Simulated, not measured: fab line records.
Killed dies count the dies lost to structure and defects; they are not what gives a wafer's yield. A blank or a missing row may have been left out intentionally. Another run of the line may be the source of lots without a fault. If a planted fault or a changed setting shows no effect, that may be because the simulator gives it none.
What tool caused it? :: flow sky130 :: 11 lots, 33 wafers sampled, at 6 steps of a route of 708

WHAT EACH GAUGE READ, for each wafer
SKY_NWELL_THK_MEAS_02.
lot: L805
measured: day 2 13:52
on: film metro-03
NWELL_OXIDATION_THK (nm): 9.61 9.53 9.83

lot: L806
measured: day 2 14:47
on: film metro-02
NWELL_OXIDATION_THK (nm): 10.15 10.27 10.43

lot: L812
measured: day 4 05:14
on: film metro-02
NWELL_OXIDATION_THK (nm): 9.98 10.11 10.16

lot: L816
measured: day 4 23:35
on: film metro-03
NWELL_OXIDATION_THK (nm): 9.92 9.87 9.89

lot: L817
measured: day 5 03:43
on: film metro-01
NWELL_OXIDATION_THK (nm): 10.33 10.29 10.35

lot: L818
measured: day 5 09:41
on: film metro-03
NWELL_OXIDATION_THK (nm): 10.14 10.08 10.06

lot: L819
measured: day 5 19:28
on: film metro-03
NWELL_OXIDATION_THK (nm): 10.41 10.33 10.34

lot: L820
measured: day 5 19:29
on: film metro-02
NWELL_OXIDATION_THK (nm): 9.82 9.76 9.93

lot: L822
measured: day 6 05:46
on: film metro-02
NWELL_OXIDATION_THK (nm): 10.19 10.07 10.23

lot: L823
measured: day 6 08:08
on: film metro-01
NWELL_OXIDATION_THK (nm): 9.76 9.69 9.84

lot: L828
measured: day 7 13:48
on: film metro-03
NWELL_OXIDATION_THK (nm): 10.23 10.17 10.17

SKY_VT_ADJUST_HVTR_TW_MEAS_11.
lot: L805
measured: day 9 12:26
on: film metro-02
VT_ADJUST_HVTR_TW: 206.5 206.7 206.9

lot: L806
measured: day 9 12:46
on: film metro-02
VT_ADJUST_HVTR_TW: 207.4 206.7 207.0

lot: L812
measured: day 11 20:57
on: film metro-01
VT_ADJUST_HVTR_TW: 212.1 211.2 211.2

lot: L816
measured: day 13 00:04
on: film metro-01
VT_ADJUST_HVTR_TW: 30.0 30.1 30.0 29.9 30.1 29.9

lot: L817
measured: day 13 05:21
on: film metro-01
VT_ADJUST_HVTR_TW: 30.0 30.2 30.1 29.9 29.7 30.0

lot: L818
measured: day 13 15:18
on: film metro-02
VT_ADJUST_HVTR_TW: 207.9 208.4 207.6

lot: L819
measured: day 14 07:02
on: film metro-02
VT_ADJUST_HVTR_TW: 206.1 206.1 207.0

lot: L820
measured: day 14 06:23
on: film metro-03
VT_ADJUST_HVTR_TW: 210.9 210.7 210.6

lot: L822
measured: day 14 19:17
on: film metro-01
VT_ADJUST_HVTR_TW: 212.1 212.1 211.6

lot: L823
measured: day 14 22:16
on: film metro-01
VT_ADJUST_HVTR_TW: 211.1 212.7 213.4

lot: L828
measured: day 16 17:49
on: film metro-03
VT_ADJUST_HVTR_TW: 210.0 209.6 210.8

SKY_VT_ADJUST_PCH_TW_MEAS_10.
lot: L805
measured: day 10 10:52
on: film metro-02
VT_ADJUST_PCH_TW: 140.9 140.6 141.7

lot: L806
measured: day 10 11:35
on: film metro-01
VT_ADJUST_PCH_TW: 143.3 143.2 143.7

lot: L812
measured: day 12 21:17
on: film metro-04
VT_ADJUST_PCH_TW: 143.5 142.9 143.2

lot: L818
measured: day 14 17:28
on: film metro-02
VT_ADJUST_PCH_TW: 139.5 139.6 139.4

lot: L819
measured: day 15 09:54
on: film metro-04
VT_ADJUST_PCH_TW: 143.6 143.5 143.2

lot: L820
measured: day 15 09:03
on: film metro-01
VT_ADJUST_PCH_TW: 143.3 143.6 143.6

lot: L822
measured: day 15 23:00
on: film metro-04
VT_ADJUST_PCH_TW: 141.8 142.6 142.7

lot: L823
measured: day 16 02:08
on: film metro-02
VT_ADJUST_PCH_TW: 140.7 139.8 139.6

lot: L828
measured: day 17 22:55
on: film metro-02
VT_ADJUST_PCH_TW: 141.3 141.5 141.6

SKY_SONOS_TUNNEL_TW_MEAS_12.
lot: L805
measured: day 11 10:43
on: film metro-03
SONOS_TUNNEL_TW: 197.1 196.6 196.9

lot: L806
measured: day 11 11:20
on: film metro-01
SONOS_TUNNEL_TW: 199.0 197.8 198.7

lot: L812
measured: day 13 22:59
on: film metro-04
SONOS_TUNNEL_TW: 197.6 196.6 197.0

lot: L818
measured: day 15 21:28
on: film metro-04
SONOS_TUNNEL_TW: 198.9 197.4 197.1

lot: L819
measured: day 16 14:50
on: film metro-03
SONOS_TUNNEL_TW: 195.7 196.0 196.9

lot: L820
measured: day 16 13:58
on: film metro-04
SONOS_TUNNEL_TW: 200.0 200.5 199.4

lot: L822
measured: day 17 04:13
on: film metro-03
SONOS_TUNNEL_TW: 197.8 196.1 197.5

lot: L823
measured: day 17 06:35
on: film metro-04
SONOS_TUNNEL_TW: 200.0 199.8 200.2

lot: L828
measured: day 19 06:03
on: film metro-03
SONOS_TUNNEL_TW: 198.9 199.6 198.3

EACH LOT AND THE TOOL THAT RAN IT (in order: tool; ch and the chambers of the sampled wafers; start)
lot: L805
SKY_VT_ADJUST_NCORE_STRIP_10: plasma asher-03 ch 0,1, day 8 14:42
SKY_VT_ADJUST_HVTR_STRIP_10: plasma asher-01 ch 0,1, day 9 12:20

lot: L806
SKY_VT_ADJUST_NCORE_STRIP_10: plasma asher-01 ch 0,1, day 8 15:07
SKY_VT_ADJUST_HVTR_STRIP_10: plasma asher-04 ch 0,1, day 9 12:41

lot: L812
SKY_VT_ADJUST_NCORE_STRIP_10: plasma asher-04 ch 0,1, day 10 21:04
SKY_VT_ADJUST_HVTR_STRIP_10: plasma asher-01 ch 0,1, day 11 20:50

lot: L816
SKY_VT_ADJUST_NCORE_STRIP_10: plasma asher-01 ch 0,1, day 11 23:25
SKY_VT_ADJUST_HVTR_STRIP_10: plasma asher-02 ch 0,1, day 12 23:59

lot: L817
SKY_VT_ADJUST_NCORE_STRIP_10: plasma asher-01 ch 0,1, day 12 03:33
SKY_VT_ADJUST_HVTR_STRIP_10: plasma asher-01 ch 0,1, day 13 05:14

lot: L818
SKY_VT_ADJUST_NCORE_STRIP_10: plasma asher-01 ch 0,1, day 12 14:13
SKY_VT_ADJUST_HVTR_STRIP_10: plasma asher-02 ch 0,1, day 13 15:12

lot: L819
SKY_VT_ADJUST_NCORE_STRIP_10: plasma asher-03 ch 0,1, day 13 04:42
SKY_VT_ADJUST_HVTR_STRIP_10: plasma asher-02 ch 1, day 14 06:56

lot: L820
SKY_VT_ADJUST_NCORE_STRIP_10: plasma asher-01 ch 0,1, day 13 04:26
SKY_VT_ADJUST_HVTR_STRIP_10: plasma asher-04 ch 0,1, day 14 06:17

lot: L822
SKY_VT_ADJUST_NCORE_STRIP_10: plasma asher-01 ch 0,1, day 13 17:40
SKY_VT_ADJUST_HVTR_STRIP_10: plasma asher-01 ch 0,1, day 14 19:10

lot: L823
SKY_VT_ADJUST_NCORE_STRIP_10: plasma asher-01 ch 0,1, day 13 19:37
SKY_VT_ADJUST_HVTR_STRIP_10: plasma asher-02 ch 0,1, day 14 22:11

lot: L828
SKY_VT_ADJUST_NCORE_STRIP_10: plasma asher-01 ch 0,1, day 15 12:49
SKY_VT_ADJUST_HVTR_STRIP_10: plasma asher-04 ch 0,1, day 16 17:44
- SKY_VT_ADJUST_NCORE_STRIP_10: strips in O2/N2.
- SKY_VT_ADJUST_HVTR_STRIP_10: strips in O2/N2.

AS READ BY THE TOOLS THEMSELVES (means over the sampled wafers that have a number; for cases with no such wafer, the mark the record gives instead)
SKY_VT_ADJUST_NCORE_STRIP_10.
lot: L805
tool: plasma asher-03
chamber pressure mTorr (mTorr): 1499.7
drypump motor current A (A): 5.7
oes product au (a.u.): 0.717
strip time to endpoint s (s): 14.18

lot: L806
tool: plasma asher-01
chamber pressure mTorr (mTorr): 1500.6
drypump motor current A (A): 5.9
oes product au (a.u.): 0.717
strip time to endpoint s (s): 14.13

lot: L812
tool: plasma asher-04
chamber pressure mTorr (mTorr): 1499.8
drypump motor current A (A): 6.0
oes product au (a.u.): 0.723
strip time to endpoint s (s): 14.09

lot: L816
tool: plasma asher-01
chamber pressure mTorr (mTorr): -
drypump motor current A (A): -
oes product au (a.u.): -
strip time to endpoint s (s): -

lot: L817
tool: plasma asher-01
chamber pressure mTorr (mTorr): -
drypump motor current A (A): -
oes product au (a.u.): -
strip time to endpoint s (s): -

lot: L818
tool: plasma asher-01
chamber pressure mTorr (mTorr): 1498.7
drypump motor current A (A): 5.9
oes product au (a.u.): 0.712
strip time to endpoint s (s): 14.11

lot: L819
tool: plasma asher-03
chamber pressure mTorr (mTorr): 1500.2
drypump motor current A (A): 5.3
oes product au (a.u.): 0.714
strip time to endpoint s (s): 14.15

lot: L820
tool: plasma asher-01
chamber pressure mTorr (mTorr): 1500.0
drypump motor current A (A): 5.9
oes product au (a.u.): 0.719
strip time to endpoint s (s): 14.18

lot: L822
tool: plasma asher-01
chamber pressure mTorr (mTorr): 1499.5
drypump motor current A (A): 5.9
oes product au (a.u.): 0.715
strip time to endpoint s (s): 14.13

lot: L823
tool: plasma asher-01
chamber pressure mTorr (mTorr): 1501.2
drypump motor current A (A): 6.2
oes product au (a.u.): 0.715
strip time to endpoint s (s): 14.27

lot: L828
tool: plasma asher-01
chamber pressure mTorr (mTorr): 1498.7
drypump motor current A (A): 5.9
oes product au (a.u.): 0.717
strip time to endpoint s (s): 14.19

SKY_VT_ADJUST_HVTR_STRIP_10.
lot: L805
tool: plasma asher-01
chamber pressure mTorr (mTorr): 1499.9
drypump motor current A (A): 6.1
oes product au (a.u.): 0.714
strip time to endpoint s (s): 14.19

lot: L806
tool: plasma asher-04
chamber pressure mTorr (mTorr): 1499.3
drypump motor current A (A): 6.0
oes product au (a.u.): 0.713
strip time to endpoint s (s): 14.16

lot: L812
tool: plasma asher-01
chamber pressure mTorr (mTorr): 1500.2
drypump motor current A (A): 5.9
oes product au (a.u.): 0.719
strip time to endpoint s (s): 14.14

lot: L816
tool: plasma asher-02
chamber pressure mTorr (mTorr): 1501.0
drypump motor current A (A): 6.2
oes product au (a.u.): 0.718
strip time to endpoint s (s): 31.15

lot: L817
tool: plasma asher-01
chamber pressure mTorr (mTorr): 1500.4
drypump motor current A (A): 5.9
oes product au (a.u.): 0.717
strip time to endpoint s (s): 31.29

lot: L818
tool: plasma asher-02
chamber pressure mTorr (mTorr): 1500.3
drypump motor current A (A): 6.2
oes product au (a.u.): 0.712
strip time to endpoint s (s): 14.19

lot: L819
tool: plasma asher-02
chamber pressure mTorr (mTorr): 1500.5
drypump motor current A (A): 6.6
oes product au (a.u.): 0.717
strip time to endpoint s (s): 14.19

lot: L820
tool: plasma asher-04
chamber pressure mTorr (mTorr): 1499.3
drypump motor current A (A): 5.9
oes product au (a.u.): 0.718
strip time to endpoint s (s): 14.18

lot: L822
tool: plasma asher-01
chamber pressure mTorr (mTorr): 1499.5
drypump motor current A (A): 6.1
oes product au (a.u.): 0.715
strip time to endpoint s (s): 14.21

lot: L823
tool: plasma asher-02
chamber pressure mTorr (mTorr): 1500.2
drypump motor current A (A): 5.7
oes product au (a.u.): 0.716
strip time to endpoint s (s): 14.17

lot: L828
tool: plasma asher-04
chamber pressure mTorr (mTorr): 1500.7
drypump motor current A (A): 5.6
oes product au (a.u.): 0.716
strip time to endpoint s (s): 14.13

THE ANSWER, worked out from the rows above alone
Rule: what is usual is taken from the lots themselves. The widest of any qualifying gaps counts: lots, ordered by their means at a reading, are off when they make up no more than a third of the lots, leave a main group of 4 or more, and stand apart from it by 3 or more times the standard deviation of that group's means. A main group is skipped when, at the precision printed for the reading in the tables above, its means are all equal. Also off: a lot with no number at a reading for which 4 or more lots have one. All remaining lots with rows at the step are treated as sound. The gauges are gone through in route order, then the tools' own readings, and for those a lot's mean is taken as printed above. At the first step where some lot is off, the reading lying furthest off is the one used; lots without a number count as furthest.
Off: L816, L817, seen at SKY_VT_ADJUST_HVTR_TW_MEAS_11 (VT_ADJUST_HVTR_TW). Main group: mean 209.4, sd 2.3.
If a tool, at a process step before that reading, ran all the lots that are off and no sound lot after the first of them, it fits. Not tried: the gauges at SKY_VT_ADJUST_HVTR_TW_MEAS_11; whatever is off there is also off at SKY_VT_ADJUST_NCORE_STRIP_10, on other tools, and gauge error can't account for it. None of those tried fits.

WHAT WAS PUT IN BY THE SIMULATOR
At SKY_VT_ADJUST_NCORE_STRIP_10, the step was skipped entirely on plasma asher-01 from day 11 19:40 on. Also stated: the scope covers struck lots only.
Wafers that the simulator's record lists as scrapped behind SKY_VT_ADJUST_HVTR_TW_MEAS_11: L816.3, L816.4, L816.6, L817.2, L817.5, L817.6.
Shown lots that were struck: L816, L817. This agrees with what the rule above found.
